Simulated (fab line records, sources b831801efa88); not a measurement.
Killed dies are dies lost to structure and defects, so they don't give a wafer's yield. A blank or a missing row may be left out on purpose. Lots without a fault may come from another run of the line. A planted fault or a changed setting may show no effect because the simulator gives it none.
fab line records | flow sky130
record lots=6 wafers=18 last_day=50
route steps=708 shown GATE_OXIDE@191 POLY_GATE@204 RES_PROTECT@206 PAD_OPEN@708
lots that met no fault: from a run of the same line without faults
start_h: hours from the record's first day to the start of the lot's first wafer shown | wait_h: hours since the lot's step before | " the same as in the row above | L1.1+2: a row that stands for several wafers | - no value, or no start given | * or withheld: withheld | < > ~ a bound
route shown NAME@n: a module of which the file shows steps, and the number in the route of the first | usual: mean/standard deviation of fault-free wafers | same: alike in all rows | chamber/n: place in a boat | sites: the reading at each site | _std_site: their standard deviation | _edge_site: outer sites' mean less inner sites' | radius_mm: how far each site lies from the wafer's centre | mask NAME#n: copy n | behind: the tool/chamber that last shaped the wafer | hold: why the lot was held/for how many hours/how that ended | device: the transistor (n, p or np) that didn't switch | end of line: the same wafers' tests at the end of the route | a step without rows: its recipe alone | killed: dies lost to structure and defects at the first sort, not the wafer's yield | map: a wafer's dies, x killed, . not, _ none there
set.NAME: the setting as run; set.NAME@STEP: as run at that earlier step | model.NAME: the simulator's own value behind a step, which no gauge read
lots at some steps of the route; a table a step, a row a wafer
services: from which hour (start_h, from the record's first day; less than 0 if before it) a tool's chamber was out of use, for how many hours, and why
## steps
# step SKY_GATE_OXIDE_HMDS_04
# recipe prime_time_s=60 prime_temp_c=120
# step SKY_GATE_OXIDE_COAT_05
# recipe resist=NOVOLAK spin_rpm=3000 resist_thk_nm=1140
# step SKY_GATE_OXIDE_SOFTBAKE_06
# recipe temp_c=90 time_s=60 resist=NOVOLAK
# step SKY_GATE_OXIDE_EXPOSE_07
# recipe mask_id=LVOM na=0.6 source_shape=conventional sigma_outer=0.6 polarization=unpolarized target_cd_nm=600 dose_mj=170
# step SKY_GATE_OXIDE_PEB_08
# recipe temp_c=withheld time_s=* resist=NOVOLAK
# step SKY_GATE_OXIDE_DEVELOP_09
# recipe resist=NOVOLAK developer=TMAH develop_time_s=60 dev_temp_c=22.6
# step SKY_GATE_OXIDE_OVL_MEAS_10
# usual GATE_OXIDE_OVL=0.6/1.5
# columns lot.wafer tool chamber start_h wait_h GATE_OXIDE_OVL[nm]
L475.2 overlay-02 - 340.61 0.1 0.0
L475.3 " - " " 0.1
L475.5 " - " " -1.6
L476.1 overlay-01 - 341.79 0.1 1.5
L476.2 " - " " 1.2
L476.3 " - " " 2.3
L488.3 overlay-02 - 438.90 0.1 1.0
L488.5 " - " " 0.3
L488.6 " - " " 0.9
L489.2 overlay-01 - 448.59 0.1 1.7
L489.3 " - " " 0.2
L489.5 " - " " 1.6
L495.1 overlay-01 - 497.81 0.1 0.1
L495.3 " - " " 1.4
L495.5 " - " " 0.2
L496.1 overlay-02 - 502.53 0.1 1.6
L496.2 " - " " 0.7
L496.3 " - " " 0.3
# step SKY_GATE_OXIDE_IMPLANT_11
# recipe species=B energy_kev=10 dose_cm2=2.6e+12 tilt_deg=withheld
# step SKY_GATE_OXIDE_WET_ETCH_12
# recipe chemistry=dHF target_depth_nm=16.8 dry=n2_spin target=SiO2 dilution=100:1 temp_c=25 time_s=336
# step SKY_GATE_OXIDE_STRIP_13
# recipe chemistry=O2/N2 power_w=1400 pressure_mtorr=1500 platen_temp_c=withheld o2_flow_sccm=3000 n2_flow_sccm=300 overash_fraction=0.5
# usual drypump_motor_current_A=6.0/0.35 oes_product_au=0.716/0.0043 strip_time_to_endpoint_s=14.20/0.039
# same overash_fraction=0.5
# columns lot.wafer tool chamber start_h wait_h drypump_motor_current_A oes_product_au rf_hours_counter_h strip_time_to_endpoint_s
L475.2 plasma_asher-03 0 340.90 0.0 5.7 0.717 64 14.24
L475.3 " 0 " " 5.6 0.713 - 14.18
L475.5 " 0 " " 5.7 0.719 - 14.25
L476.1 plasma_asher-02 0 342.07 0.0 6.0 0.718 16 14.28
L476.2 " 1 " " 5.4 0.708 16 14.23
L476.3 " 1 " " 5.4 0.712 - 14.26
L488.3 plasma_asher-04 1 439.21 0.0 5.8 0.712 - 14.17
L488.5 " 1 " " 5.8 0.710 - 14.17
L488.6 " 0 " " 6.4 0.712 - 14.17
L489.2 plasma_asher-04 0 448.87 0.0 6.4 0.718 63 14.17
L489.3 " 0 " " 6.4 0.718 - 14.20
L489.5 " 0 " " 6.4 0.708 - 14.15
L495.1 plasma_asher-04 0 498.10 0.0 6.4 0.713 68 14.22
L495.3 " 1 " " 5.8 0.704 - 14.19
L495.5 " 0 " " 6.4 0.722 - 14.16
L496.1 plasma_asher-02 1 502.82 0.0 5.4 0.721 33 14.17
L496.2 " 0 " " 6.0 0.722 33 14.18
L496.3 " 1 " " 5.4 0.712 - 14.19
# step SKY_GATE_OXIDE_TW_MEAS_14
# usual GATE_OXIDE_TW=225.1/1.4
# columns lot.wafer tool chamber start_h wait_h GATE_OXIDE_TW
L475.2 film_metro-02 - 341.01 0.1 225.7
L475.3 " - " " 227.5
L475.5 " - " " 226.6
L476.1 film_metro-03 - 342.17 0.1 224.6
L476.2 " - " " 224.6
L476.3 " - " " 225.2
L488.3 film_metro-02 - 439.29 0.1 227.4
L488.5 " - " " 228.0
L488.6 " - " " 227.9
L489.2 film_metro-01 - 448.98 0.1 222.2
L489.3 " - " " 222.2
L489.5 " - " " 223.1
L495.1 film_metro-02 - 498.20 0.1 226.2
L495.3 " - " " 226.7
L495.5 " - " " 227.2
L496.1 film_metro-01 - 502.92 0.1 223.5
L496.2 " - " " 222.7
L496.3 " - " " 223.9
# step SKY_GATE_OXIDE_CLEAN_15
# recipe chemistry=SC1/SC2 mix=1:4:20 temp_c=70 time_s=150 dry=n2_spin
# step SKY_GATE_OXIDE_OXIDATION_16
# recipe temp_c=800 ambient=O2 idle_temp_c=700 ramp_up_c_per_min=10 ramp_down_c_per_min=3 stabilise_s=600 purge_s=300 target_thk_a=35.7 ox_time_s=1915
# usual spike_tc_lower_C=800.6/1.6 zone_power_lower_pct=13.7/0.64 zone_power_top_pct=26.3/1.2
# columns lot.wafer tool chamber start_h wait_h spike_tc_lower_C zone_power_lower_pct zone_power_top_pct
L475.2 furnace-01 0 341.63 0.5 798.0 12.8 25.8
L475.3 " 0 " " 800.0 13.0 25.6
L475.5 " 0 " " 801.7 13.0 25.2
L476.1 furnace-01 0 343.16 0.9 799.9 13.3 25.8
L476.2 " 0 " " 798.1 13.2 25.4
L476.3 " 0 " " 798.8 13.2 25.4
L488.3 furnace-01 0 439.39 0.0 798.6 13.2 25.5
L488.5 " 0 " " 798.7 13.3 25.0
L488.6 " 0 " " 800.4 13.1 25.2
L489.2 furnace-01 0 449.08 0.0 799.1 13.5 25.7
L489.3 " 0 " " 800.7 13.4 25.3
L489.5 " 0 " " 798.1 13.2 25.9
L495.1 furnace-01 0 498.31 0.0 800.3 13.1 25.3
L495.3 " 0 " " 799.5 13.2 25.3
L495.5 " 0 " " 800.1 13.3 25.6
L496.1 furnace-01 0 503.03 0.0 797.9 13.3 25.3
L496.2 " 0 " " 800.0 13.3 25.4
L496.3 " 0 " " 799.3 13.1 25.7
# step SKY_POLY_GATE_CVD_00
# recipe material=poly-Si target_thk_nm=180 temp_c=620 time_s=720 pressure_mtorr=200
# step SKY_POLY_GATE_THK_MEAS_01
# recipe reads=poly-Si_of_POLY_GATE_CVD_00
# usual POLY_GATE_CVD_00_THK=179.3/1.7
# columns lot.wafer tool chamber start_h wait_h POLY_GATE_CVD_00_THK[nm]
L475.2 film_metro-04 - 344.37 0.0 176.9
L475.3 " - " " 177.7
L475.5 " - " " 175.6
L476.1 film_metro-04 - 345.90 0.0 178.5
L476.2 " - " " 178.6
L476.3 " - " " 178.3
L488.3 film_metro-01 - 442.14 0.0 178.6
L488.5 " - " " 177.9
L488.6 " - " " 178.2
L489.2 film_metro-04 - 451.82 0.0 180.9
L489.3 " - " " 181.9
L489.5 " - " " 182.7
L495.1 film_metro-02 - 501.04 0.0 178.6
L495.3 " - " " 178.7
L495.5 " - " " 180.0
L496.1 film_metro-01 - 505.76 0.0 179.7
L496.2 " - " " 179.2
L496.3 " - " " 180.2
# step SKY_RES_PROTECT_DEHYDRATE_00
# recipe temp_c=200 time_s=60
# step SKY_RES_PROTECT_HMDS_01
# recipe prime_time_s=60 prime_temp_c=120
# step SKY_RES_PROTECT_COAT_02
# recipe resist=NOVOLAK spin_rpm=3000 resist_thk_nm=1140
# step SKY_RES_PROTECT_SOFTBAKE_03
# recipe temp_c=90 time_s=60 resist=NOVOLAK
# step SKY_RES_PROTECT_EXPOSE_04
# recipe mask_id=RPM na=0.6 source_shape=conventional sigma_outer=0.6 polarization=unpolarized target_cd_nm=1270 dose_mj=131
# step SKY_RES_PROTECT_PEB_05
# recipe temp_c=withheld time_s=* resist=NOVOLAK
# step SKY_RES_PROTECT_DEVELOP_06
# recipe resist=NOVOLAK developer=TMAH develop_time_s=60 dev_temp_c=23
# step SKY_POLY_GATE_IMPLANT_02
# recipe species=P energy_kev=30 dose_cm2=7.7e+15 tilt_deg=0
# step SKY_RES_PROTECT_STRIP_07
# recipe chemistry=O2/N2 power_w=1400 pressure_mtorr=1500 platen_temp_c=withheld o2_flow_sccm=3000 n2_flow_sccm=300 overash_fraction=0.5
# step SKY_RES_PROTECT_TW_MEAS_08
# usual POLY_GATE_TW=4063/26
# columns lot.wafer tool chamber start_h wait_h POLY_GATE_TW
L475.2 film_metro-02 - 371.30 0.1 4087
L475.3 " - " " 4080
L475.5 " - " " 4110
L476.1 film_metro-03 - 373.04 0.1 4035
L476.2 " - " " 4033
L476.3 " - " " 4028
L488.3 film_metro-04 - 474.78 0.1 4088
L488.5 " - " " 4082
L488.6 " - " " 4062
L489.2 film_metro-03 - 482.88 0.1 4030
L489.3 " - " " 4029
L489.5 " - " " 4029
L495.1 film_metro-02 - 531.77 0.1 4089
L495.3 " - " " 4081
L495.5 " - " " 4070
L496.1 film_metro-02 - 536.91 0.1 4088
L496.2 " - " " 4093
L496.3 " - " " 4080
# step SKY_RES_PROTECT_CLEAN_09
# recipe chemistry=SC1/SC2 mix=1:4:20 temp_c=70 time_s=150 dry=n2_spin
# step SKY_POLY_GATE_CVD_03
# recipe material=Si3N4 precursor=DCS/NH3 target_thk_nm=75 temp_c=770 time_s=1290 pressure_mtorr=250
# step SKY_POLY_GATE_THK_MEAS_04
# recipe reads=Si3N4_of_POLY_GATE_CVD_03
# usual POLY_GATE_CVD_03_THK=74.7/0.68
# columns lot.wafer tool chamber start_h wait_h POLY_GATE_CVD_03_THK[nm]
L475.2 film_metro-04 - 372.76 0.0 75.2
L475.3 " - " " 75.1
L475.5 " - " " 75.5
L476.1 film_metro-02 - 375.90 0.0 75.4
L476.2 " - " " 75.0
L476.3 " - " " 75.0
L488.3 film_metro-04 - 476.25 0.0 74.5
L488.5 " - " " 74.7
L488.6 " - " " 74.5
L489.2 film_metro-04 - 484.35 0.0 75.3
L489.3 " - " " 75.8
L489.5 " - " " 75.6
L495.1 film_metro-02 - 536.03 0.0 75.1
L495.3 " - " " 75.0
L495.5 " - " " 74.9
L496.1 film_metro-02 - 542.63 0.0 75.2
L496.2 " - " " 75.3
L496.3 " - " " 74.6
# step SKY_POLY_GATE_DEHYDRATE_05
# recipe temp_c=200 time_s=60
# step SKY_POLY_GATE_HMDS_06
# recipe prime_time_s=60 prime_temp_c=120
# step SKY_POLY_GATE_COAT_07
# recipe resist=BARC temp_c=withheld time_s=withheld spin_rpm=3000 resist_thk_nm=110
# step SKY_POLY_GATE_COAT_08
# recipe resist=KrF-thick spin_rpm=3000 resist_thk_nm=450
# step SKY_POLY_GATE_SOFTBAKE_09
# recipe temp_c=100 time_s=90 resist=KrF-thick
# step SKY_POLY_GATE_EXPOSE_10
# recipe mask_id=P1M na=0.68 source_shape=conventional sigma_outer=0.6 target_cd_nm=150 dose_mj=28
# step SKY_POLY_GATE_PEB_11
# recipe peb_temp_c=withheld peb_time_s=withheld resist=KrF-thick
# step SKY_POLY_GATE_DEVELOP_12
# recipe develop_time_s=60 resist=KrF-thick dev_temp_c=21
# step SKY_POLY_GATE_CD_MEAS_13
# recipe target_cd_nm=150
# usual cd_nm=149.6/1.3
# columns lot.wafer tool chamber start_h wait_h cd_nm
L475.2 cd_sem-01 - 401.59 - 148.2
L475.3 " - " " 148.7
L475.5 " - " " 149.9
L476.1 cd_sem-01 - 404.34 - 149.5
L476.2 " - " " 150.5
L476.3 " - " " 148.7
L488.3 cd_sem-02 - 507.12 - 147.8
L488.5 " - " " 147.9
L488.6 " - " " 148.3
L489.2 cd_sem-01 - 514.87 - 149.4
L489.3 " - " " 149.8
L489.5 " - " " 149.7
L495.1 cd_sem-02 - 565.97 - 149.2
L495.3 " - " " 148.3
L495.5 " - " " 148.0
L496.1 cd_sem-01 - 572.50 - 149.7
L496.2 " - " " 151.1
L496.3 " - " " 149.7
# step SKY_POLY_GATE_OVL_MEAS_14
# usual POLY_GATE_OVL=-3/5.9
# columns lot.wafer tool chamber start_h wait_h POLY_GATE_OVL[nm]
L475.2 overlay-01 - 401.70 0.1 -3
L475.3 " - " " 1
L475.5 " - " " 0
L476.1 overlay-02 - 404.46 0.1 6
L476.2 " - " " 1
L476.3 " - " " 10
L488.3 overlay-02 - 507.22 0.1 3
L488.5 " - " " 1
L488.6 " - " " -9
L489.2 overlay-01 - 514.98 0.1 -5
L489.3 " - " " -5
L489.5 " - " " -2
L495.1 overlay-01 - 566.09 0.1 -1
L495.3 " - " " -2
L495.5 " - " " -14
L496.1 overlay-02 - 572.62 0.1 -4
L496.2 " - " " 1
L496.3 " - " " 3
# step SKY_POLY_GATE_ETCH_15
# recipe chemistry=N2/H2 target=BARC ion_energy_ev=200 source_w=500 bias_w=100 pressure_mtorr=30 n2_flow_sccm=100 h2_flow_sccm=200 stop_on=SiO2 time_s=118.5 target_depth_a=1100
# usual drypump_motor_current_A=5.7/0.34 oes_product_au=0.716/0.0047 throttle_valve_pct=13.212/0.0096
# columns lot.wafer tool chamber start_h wait_h drypump_motor_current_A oes_product_au rf_hours_counter_h throttle_valve_pct
L475.2 rie_diel-04 1 401.73 0.0 5.8 0.728 44 13.206
L475.3 " 3 " " 6.1 0.725 7 13.211
L475.5 " 3 " " 6.1 0.707 - 13.212
L476.1 rie_diel-01 3 404.49 0.0 6.1 0.714 1 13.200
L476.2 " 1 " " 5.6 0.718 55 13.209
L476.3 " 0 " " 5.3 0.723 57 13.220
L488.3 rie_diel-04 1 507.24 0.0 5.9 0.715 46 13.200
L488.5 " 0 " " 6.1 0.714 - 13.210
L488.6 " 1 " " 5.8 0.720 - 13.218
L489.2 rie_diel-02 2 515.01 0.0 5.8 0.717 38 13.196
L489.3 " 1 " " 5.0 0.710 1 13.216
L489.5 " 2 " " 5.8 0.722 - 13.219
L495.1 rie_diel-02 1 566.12 0.0 5.0 0.709 2 13.214
L495.3 " 0 " " 5.7 0.719 54 13.215
L495.5 " 0 " " 5.7 0.717 - 13.212
L496.1 rie_diel-01 0 572.66 0.0 5.3 0.710 61 13.212
L496.2 " 1 " " 5.6 0.706 58 13.209
L496.3 " 3 " " 6.1 0.718 4 13.200
# step SKY_POLY_GATE_ETCH_16
# recipe stop_on=poly-Si chemistry=CH3F/O2 target=Si3N4 source_w=400 bias_w=80 pressure_mtorr=25 ch3f_flow_sccm=40 O2_flow_sccm=30 time_s=147.5 target_depth_a=750
# usual drypump_motor_current_A=5.7/0.34 oes_product_au=0.639/0.0053 throttle_valve_pct=10.534/0.0087
# columns lot.wafer tool chamber start_h wait_h drypump_motor_current_A oes_product_au rf_hours_counter_h throttle_valve_pct
L475.2 rie_diel-04 1 401.81 0.0 5.8 0.641 44 10.516
L475.3 " 3 " " 6.1 0.639 7 10.548
L475.5 " 3 " " 6.1 0.643 - 10.540
L476.1 rie_diel-01 3 404.57 0.0 6.1 0.646 1 10.532
L476.2 " 1 " " 5.6 0.640 55 10.523
L476.3 " 0 " " 5.3 0.642 57 10.535
L488.3 rie_diel-04 1 507.32 0.0 5.8 0.647 46 10.542
L488.5 " 0 " " 6.1 0.633 - 10.548
L488.6 " 1 " " 5.8 0.637 - 10.554
L489.2 rie_diel-02 2 515.09 0.0 5.8 0.639 38 10.528
L489.3 " 1 " " 5.0 0.649 1 10.521
L489.5 " 2 " " 5.8 0.632 - 10.535
L495.1 rie_diel-02 1 566.21 0.0 5.0 0.640 2 10.536
L495.3 " 0 " " 5.7 0.641 54 10.524
L495.5 " 0 " " 5.7 0.645 - 10.550
L496.1 rie_diel-01 0 572.74 0.0 5.3 0.635 61 10.546
L496.2 " 1 " " 5.7 0.642 58 10.541
L496.3 " 3 " " 6.1 0.641 4 10.519
# step SKY_POLY_GATE_ETCH_17
# recipe target_depth_nm=180 stop_on=SiO2 over_etch_frac=0.5456 chemistry=HBr/Cl2 target=poly-Si icp_w=400 bias_w=100 pressure_mtorr=10 HBr_flow_sccm=150 Cl2_flow_sccm=50 time_s=70.5
# usual drypump_motor_current_A=5.8/0.4 oes_product_au=0.988/0.0089 throttle_valve_pct=33.683/0.0099
# columns lot.wafer tool chamber start_h wait_h drypump_motor_current_A oes_product_au rf_hours_counter_h throttle_valve_pct
L475.2 rie_si-02 2 401.91 0.0 5.5 0.966 1 33.685
L475.3 " 0 " " 5.7 0.991 3 33.677
L475.5 " 3 " " 6.0 0.979 - 33.667
L476.1 rie_si-02 2 404.67 0.0 5.5 0.966 1 33.683
L476.2 " 1 " " 6.3 0.995 74 33.684
L476.3 " 3 " " 6.0 0.973 5 33.682
L488.3 rie_si-02 1 507.42 0.0 6.3 0.982 0 33.688
L488.5 " 1 " " 6.3 0.979 - 33.689
L488.6 " 2 " " 5.5 0.982 - 33.674
L489.2 rie_si-01 0 515.19 0.0 5.2 0.998 7 33.692
L489.3 " 1 " " 5.8 0.992 0 33.708
L489.5 " 0 " " 5.2 0.995 - 33.677
L495.1 rie_si-01 1 566.31 0.0 5.8 0.983 0 33.685
L495.3 " 0 " " 5.2 0.991 7 33.687
L495.5 " 3 " " 5.2 0.996 - 33.698
L496.1 rie_si-02 2 572.84 0.0 5.5 0.974 2 33.687
L496.2 " 3 " " 6.0 0.981 6 33.683
L496.3 " 0 " " 5.7 0.993 4 33.691
# step SKY_POLY_GATE_STRIP_18
# recipe chemistry=O2/N2 power_w=1400 pressure_mtorr=1500 platen_temp_c=withheld o2_flow_sccm=3000 n2_flow_sccm=300 overash_fraction=0.5
# usual drypump_motor_current_A=6.2/0.37 oes_product_au=0.362/0.0047 strip_time_to_endpoint_s=3.20/0.039
# same overash_fraction=0.5
# columns lot.wafer tool chamber start_h wait_h drypump_motor_current_A oes_product_au rf_hours_counter_h strip_time_to_endpoint_s
L475.2 plasma_asher-03 0 401.96 0.0 5.7 0.365 71 3.26
L475.3 " 1 " " 6.4 0.364 - 3.21
L475.5 " 1 " " 6.4 0.359 - 3.22
L476.1 plasma_asher-01 0 404.73 0.0 6.7 0.370 72 3.18
L476.2 " 1 " " 6.4 0.356 72 3.17
L476.3 " 1 " " 6.4 0.355 - 3.18
L488.3 plasma_asher-03 1 507.51 0.1 6.4 0.361 - 3.21
L488.5 " 1 " " 6.4 0.364 - 3.18
L488.6 " 0 " " 5.6 0.355 - 3.19
L489.2 plasma_asher-04 1 515.24 0.0 5.8 0.362 70 3.13
L489.3 " 1 " " 5.8 0.364 - 3.15
L489.5 " 0 " " 6.3 0.357 - 3.16
L495.1 plasma_asher-03 1 566.36 0.0 6.5 0.353 87 3.22
L495.3 " 0 " " 5.7 0.372 - 3.24
L495.5 " 1 " " 6.4 0.356 - 3.23
L496.1 plasma_asher-01 0 572.89 0.0 6.7 0.362 14 3.17
L496.2 " 1 " " 6.4 0.362 14 3.17
L496.3 " 0 " " 6.7 0.370 - 3.12
# step SKY_PAD_OPEN_PROBE_99
# usual killed_at_M0_to_M3=44/6.8 killed_at_M4_up=2.9/1.7 killed_at_contacts=24/5.2 killed_at_front_end=15/4 killed_at_other=0.2/0.44 killed_dies=86/9.9 killed_open=47/7.9 killed_short=39/6.3
# same gross_dies=492 killed_at_back_side=0
# columns lot.wafer tool chamber start_h wait_h killed_at_M0_to_M3 killed_at_M4_up killed_at_contacts killed_at_front_end killed_at_other killed_dies killed_open killed_short model.etest.cap_thin_oxide.gate_log10_a_cm2 model.etest.cap_thin_oxide.tox_acc_nm model.etest.pfet_01v8.tox_inv_nm model.etest.nfet_01v8.tox_inv_nm model.etest.nfet_01v8.vt_long_v model.etest.pfet_01v8_hvt.body_rise_v model.etest.nfet_01v8.body_rise_v model.etest.pfet_01v8.body_rise_v
L475.2 prober-01 - 1097.60 0.1 41 4 25 13 1 84 50 34 -7.74 4.501 4.57 4.532 0.5534 -0.2059 0.1857 -0.1947
L475.3 prober-01 - 1097.65 0.2 36 2 15 13 0 66 30 36 -7.626 4.452 4.514 4.455 0.5505 -0.2036 0.1814 -0.1929
L475.5 prober-01 - 1097.75 0.2 45 4 23 21 0 93 53 40 -7.649 4.455 4.497 4.456 0.5491 -0.2057 0.1842 -0.1928
L476.1 prober-02 - 1105.18 0.1 37 2 32 17 0 88 41 47 -7.801 4.531 4.583 4.526 0.5606 -0.202 0.1879 -0.1935
L476.2 prober-02 - 1105.23 0.1 37 6 28 18 0 89 48 41 -7.429 4.401 4.479 4.405 0.5474 -0.1979 0.1827 -0.1873
L476.3 prober-02 - 1105.28 0.2 41 4 16 22 0 83 47 35 -7.367 4.408 4.461 4.39 0.5457 -0.1981 0.1844 -0.19
L488.3 prober-02 - 1167.15 0.2 50 0 24 16 0 90 49 40 -7.403 4.405 4.473 4.439 0.5507 -0.1978 0.1814 -0.1911
L488.5 prober-02 - 1167.25 0.2 43 0 20 16 0 79 45 34 -7.318 4.392 4.465 4.39 0.5518 -0.1993 0.1825 -0.191
L488.6 prober-02 - 1167.30 0.2 49 2 25 9 0 85 46 39 -7.267 4.364 4.461 4.371 0.5485 -0.1978 0.1826 -0.189
L489.2 prober-01 - 1173.58 0.1 40 4 29 14 1 88 43 45 -7.199 4.354 4.418 4.356 0.5446 -0.1972 0.1834 -0.1879
L489.3 prober-01 - 1173.63 0.2 47 4 17 13 0 81 37 43 -7.096 4.323 4.422 4.368 0.5418 -0.1946 0.1816 -0.1879
L489.5 prober-01 - 1173.73 0.2 48 2 14 16 0 80 46 34 -7.2 4.326 4.426 4.356 0.5469 -0.1964 0.1823 -0.1878
L495.1 prober-01 - 1198.24 0.1 55 4 27 10 0 96 59 37 -7.093 4.3 4.348 4.308 0.5421 -0.1973 0.1795 -0.1883
L495.3 prober-01 - 1198.34 0.2 37 3 24 17 0 81 47 34 -7.052 4.324 4.394 4.356 0.5472 -0.1985 0.1796 -0.1887
L495.5 prober-01 - 1198.44 0.2 50 4 22 15 0 91 57 34 -7.032 4.285 4.379 4.321 0.5485 -0.198 0.1803 -0.1885
L496.1 prober-02 - 1202.69 0.1 50 5 27 18 1 101 59 42 -7.327 4.399 4.453 4.388 0.5499 -0.2028 0.1842 -0.1874
L496.2 prober-02 - 1202.74 0.1 43 3 20 17 0 83 52 31 -7.491 4.435 4.515 4.431 0.5543 -0.2042 0.1842 -0.192
L496.3 prober-02 - 1202.79 0.2 43 2 26 17 0 88 56 32 -7.707 4.467 4.537 4.471 0.5558 -0.2039 0.1866 -0.1911
# killed by level:class
L475.2 CONTACT:geometric_particle:open=14 VIA3:geometric_particle:open=11 VIA2:geometric_particle:open=7 METAL1:geometric_particle:short=7 METAL2:geometric_particle:short=7 LOCAL_INTERCONNECT:geometric_particle:short=5 FIELD_ISO:geometric_particle:open=4 FIELD_ISO:geometric_particle:short=3
L475.3 VIA1:geometric_particle:open=6 VIA3:geometric_particle:open=6 CONTACT:geometric_particle:open=5 VIA3:geometric_particle:short=5 FIELD_ISO:geometric_particle:short=4 LI_CONTACT:geometric_particle:short=4 METAL1:geometric_particle:short=4 METAL2:geometric_particle:short=4
L475.5 CONTACT:geometric_particle:open=9 VIA3:geometric_particle:open=9 LI_CONTACT:geometric_particle:open=8 METAL2:geometric_particle:short=8 VIA1:geometric_particle:open=6 VIA2:geometric_particle:open=6 FIELD_ISO:geometric_particle:open=5 FIELD_ISO:geometric_particle:short=4
L476.1 CONTACT:geometric_particle:open=13 VIA2:geometric_particle:open=6 LI_CONTACT:geometric_particle:short=6 LI_CONTACT:geometric_particle:open=6 METAL1:geometric_particle:short=6 METAL2:geometric_particle:short=6 FIELD_ISO:geometric_particle:short=5 POLY_GATE:geometric_particle:short=5
L476.2 VIA1:geometric_particle:open=13 CONTACT:geometric_particle:open=10 LI_CONTACT:geometric_particle:open=7 VIA2:geometric_particle:open=5 METAL4:geometric_particle:short=5 FIELD_ISO:geometric_particle:short=4 LI_CONTACT:geometric_particle:short=4 CONTACT:geometric_particle:short=4
L476.3 VIA2:geometric_particle:open=9 POLY_GATE:geometric_particle:open=9 CONTACT:geometric_particle:open=8 METAL1:geometric_particle:short=7 VIA1:geometric_particle:open=7 FIELD_ISO:geometric_particle:short=4 LI_CONTACT:geometric_particle:open=4 METAL3:geometric_particle:short=4
L488.3 VIA1:geometric_particle:open=13 LI_CONTACT:geometric_particle:open=10 CONTACT:geometric_particle:open=7 METAL1:geometric_particle:short=7 METAL2:geometric_particle:short=6 VIA2:geometric_particle:short=5 VIA2:geometric_particle:open=5 POLY_GATE:geometric_particle:open=4
L488.5 POLY_GATE:geometric_particle:open=7 VIA1:geometric_particle:open=7 METAL1:geometric_particle:short=6 VIA2:geometric_particle:open=6 VIA1:geometric_particle:short=5 LOCAL_INTERCONNECT:geometric_particle:open=4 VIA3:geometric_particle:open=4 CONTACT:geometric_particle:open=4
L488.6 CONTACT:geometric_particle:open=11 VIA1:geometric_particle:open=9 METAL1:geometric_particle:short=7 VIA2:geometric_particle:short=7 POLY_GATE:geometric_particle:open=6 METAL2:geometric_particle:short=6 LI_CONTACT:geometric_particle:open=5 VIA3:geometric_particle:open=5
L489.2 CONTACT:geometric_particle:open=8 VIA1:geometric_particle:open=7 LI_CONTACT:geometric_particle:open=6 METAL1:geometric_particle:short=6 LI_CONTACT:geometric_particle:short=5 VIA3:geometric_particle:short=5 CONTACT:geometric_particle:short=5 VIA2:geometric_particle:open=5
L489.3 VIA1:geometric_particle:open=12 METAL1:geometric_particle:short=7 VIA2:geometric_particle:open=6 FIELD_ISO:geometric_particle:short=5 LI_CONTACT:geometric_particle:open=5 METAL2:geometric_particle:short=5 LOCAL_INTERCONNECT:geometric_particle:short=4 CONTACT:geometric_particle:short=4
L489.5 VIA1:geometric_particle:open=19 LI_CONTACT:geometric_particle:open=6 VIA2:geometric_particle:open=6 POLY_GATE:geometric_particle:open=5 POLY_GATE:geometric_particle:short=5 METAL2:geometric_particle:short=5 METAL1:geometric_particle:short=5 LOCAL_INTERCONNECT:geometric_particle:short=4
L495.1 VIA1:geometric_particle:open=15 VIA3:geometric_particle:open=10 LI_CONTACT:geometric_particle:open=9 VIA2:geometric_particle:open=8 CONTACT:geometric_particle:open=6 CONTACT:geometric_particle:short=6 METAL1:geometric_particle:short=6 FIELD_ISO:geometric_particle:open=5
L495.3 VIA2:geometric_particle:open=10 LI_CONTACT:geometric_particle:open=8 POLY_GATE:geometric_particle:open=6 VIA1:geometric_particle:open=6 FIELD_ISO:geometric_particle:short=5 CONTACT:geometric_particle:open=5 CONTACT:geometric_particle:short=5 VIA3:geometric_particle:open=5
L495.5 VIA1:geometric_particle:open=14 CONTACT:geometric_particle:open=10 POLY_GATE:geometric_particle:open=8 VIA3:geometric_particle:open=7 LI_CONTACT:geometric_particle:open=6 VIA1:geometric_particle:short=6 VIA2:geometric_particle:open=6 METAL2:geometric_particle:short=4
L496.1 VIA1:geometric_particle:open=14 CONTACT:geometric_particle:open=11 LI_CONTACT:geometric_particle:open=8 FIELD_ISO:geometric_particle:open=6 VIA3:geometric_particle:open=6 VIA3:geometric_particle:short=5 VIA1:geometric_particle:short=5 VIA2:geometric_particle:open=5
L496.2 VIA1:geometric_particle:open=11 CONTACT:geometric_particle:open=7 VIA1:geometric_particle:short=7 METAL1:geometric_particle:open=6 VIA2:geometric_particle:open=6 FIELD_ISO:geometric_particle:open=4 LI_CONTACT:geometric_particle:open=4 CONTACT:geometric_particle:short=4
L496.3 VIA1:geometric_particle:open=11 CONTACT:geometric_particle:open=9 VIA3:geometric_particle:open=8 POLY_GATE:geometric_particle:open=7 LOCAL_INTERCONNECT:geometric_particle:short=7 LI_CONTACT:geometric_particle:open=5 METAL1:geometric_particle:short=5 VIA2:geometric_particle:open=4
## services
# columns tool chamber start_h hours kind
plasma_asher-04 - 347.86 14.6 pm
rie_diel-02 1 351.07 11.4 repair
rie_si-02 - 354.97 0.2 repair
rie_diel-01 2 356.76 5.1 repair
plasma_asher-04 - 378.97 2.8 pm
rie_diel-04 2 397.48 1.8 repair
rie_diel-02 - 398.76 1.0 repair
rie_diel-01 2 402.60 3.8 repair
plasma_asher-03 - 416.80 2.8 pm
rie_diel-04 - 424.86 1.3 repair
rie_diel-04 3 430.91 70.2 repair
rie_diel-02 0 441.72 3.0 repair
rie_diel-04 - 452.42 14.6 pm
rie_si-02 2 468.90 6.8 repair
furnace-01 - 470.28 3.5 pm
plasma_asher-03 - 479.09 0.7 repair
rie_diel-01 1 484.38 2.0 repair
rie_diel-02 0 486.23 3.9 repair
rie_si-02 3 490.18 8.8 repair
plasma_asher-03 - 498.32 3.3 repair
rie_diel-01 3 506.99 9.4 repair
rie_diel-04 1 520.69 1.5 repair
furnace-01 - 541.05 2.2 pm
rie_diel-04 2 542.55 11.1 repair
## key
first_sign none at tools or gauges
model_effect step=SKY_PAD_OPEN_PROBE_99 value=etest.cap_thin_oxide.gate_log10_a_cm2 without=-7.135 struck=-7.602
met_at SKY_GATE_OXIDE_OXIDATION_16
struck_wafers L475.2,L475.3,L475.5,L476.1,L476.2,L476.3
tester_left_out L475,L476
fault kind=process_parameter_drift tool=furnace-01 chamber=- onset_h=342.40 steps=SKY_GATE_OXIDE_OXIDATION_16 channel=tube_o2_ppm offset=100 shape=step end_h=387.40
# tester_left_out: of these lots the tester's yield and bins aren't shown, on N5 and GAA mostly nor the transistor test; their killed dies are dies lost to structure and defects alone, not to doping, threshold or leakage, so they don't give the yield
